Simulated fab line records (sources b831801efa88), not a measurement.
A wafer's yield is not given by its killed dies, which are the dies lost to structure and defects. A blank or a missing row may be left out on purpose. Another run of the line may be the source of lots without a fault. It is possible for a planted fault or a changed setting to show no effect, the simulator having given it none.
8D (eight disciplines) problem report, filled in by code | flow gf180mcu | the parts of the form that need people (team, actions taken, sign-off) are left out

1. THE PROBLEM
Across 3 wafers from 2 lots, M2_ALCU_RS at GF_M2_RS_MEAS_05 averages 0.0741 ohm/sq, while fault-free wafers read 0.0692 ohm/sq with a standard deviation of 0.00094. Measured from the usual mean, that is +5.2 standard deviations.
The step: measures by four-point-probe.
First seen on wafer L818.3, day 23 15:31, on film metro-01. Wafers with a number at this step in the record: 34, from 12 lots. Rule for "out" (also "out of limits"): further than 4 standard deviations from the usual mean. The other wafers with a number count as sound.

2. WHAT IT IS AND WHAT IT IS NOT
question                    | is                           | is not
which readings at this step | M2_ALCU_RS                   | -
which lots                  | L818, L820                   | L805, L806, L807, L808, L809, L810, L813, L814, L826, L828
which wafers of those lots  | L818.3, L820.3, L820.4       | L818.5
read on which gauges        | film metro-01, film metro-02 | film metro-04
when                        | from day 23 15:31            | up to then (25 sound wafers); but 6 sound wafers of L826, L828 came after

3. THE SUSPECTS, EACH WITH WHAT RULES IT OUT
Counting: a tool at a process step up to the reading stays a suspect if it ran every lot that is out. Sound lots after the first of them don't rule it out here, since some wafers of a struck lot are sound.
- the gauge at GF_M2_RS_MEAS_05: ruled out. 2 gauges (film metro-01, film metro-02) read the wafers that are out.
- pvd sputter-03 at GF_M1_SPUTTER_01 (material TiN, target thk 30 nm, time 25 s): kept. Ran every lot that is out, first one L818 (day 21 14:08); last sound lot up to then L814 (day 20 10:43).
- pvd sputter-03 at GF_M1_SPUTTER_03 (material Ti, target thk 10 nm, time 6.7 s): kept. Ran every lot that is out, first one L818 (day 21 14:12); last sound lot up to then L814 (day 20 10:47).
- pvd sputter-03 at GF_M2_SPUTTER_00 (material Ti, target thk 37.5 nm, time 150 s): kept. Ran every lot that is out, first one L818 (day 23 15:16); last sound lot up to then L813 (day 21 15:55).
- pvd sputter-03 at GF_M2_SPUTTER_02 (material AlCu, target thk 450 nm, time 23.9 s): kept. Ran every lot that is out, first one L818 (day 23 15:23); last sound lot up to then L813 (day 21 16:03).
Left after counting: pvd sputter-03 at GF_M1_SPUTTER_01, pvd sputter-03 at GF_M1_SPUTTER_03, pvd sputter-03 at GF_M2_SPUTTER_00, pvd sputter-03 at GF_M2_SPUTTER_02.

4. THE CAUSE (what the simulator had put in)
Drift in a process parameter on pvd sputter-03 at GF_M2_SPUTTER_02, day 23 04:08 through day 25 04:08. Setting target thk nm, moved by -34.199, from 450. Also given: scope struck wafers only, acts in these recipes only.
Of the 4 suspects that counting leaves, this tool is one.

5. SEQUENCE OF EFFECTS, ordered by route
Rows list readings where the struck wafers' mean (over those with a number) sits beyond 3 standard deviations from the usual. Only readings whose record carries a usual standard deviation are examined. hours: median over the lots of the time between each lot's start at the first step of this table that gives one and its start at this step. sigmas: the change, counted in usual standard deviations.
hours | step              | reading     | usual         | on struck wafers | change  | sigmas
0     | GF_M2_RS_MEAS_05  | M2_ALCU_RS  | 0.0692 ohm/sq | 0.0741           | +0.0049 | +5.2
0     | GF_M2_THK_MEAS_06 | M2_ALCU_THK | 456 nm        | 424              | -32     | -5.0

6. WHAT WOULD HAVE CAUGHT IT SOONER
In this record the first reading out of limits at a measuring or inspecting step was taken at day 23 15:31, 11 hours after the fault began at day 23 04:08.
No tool reading at GF_M2_SPUTTER_02 that has a usual standard deviation in the record was out on any struck wafer, so an alarm limit of 4 standard deviations on those readings would not have fired.
Among the 2 lots that are out, L820 began GF_M2_SPUTTER_02 on pvd sputter-03 after day 23 15:31. A hold on the tool at that time would have spared it.
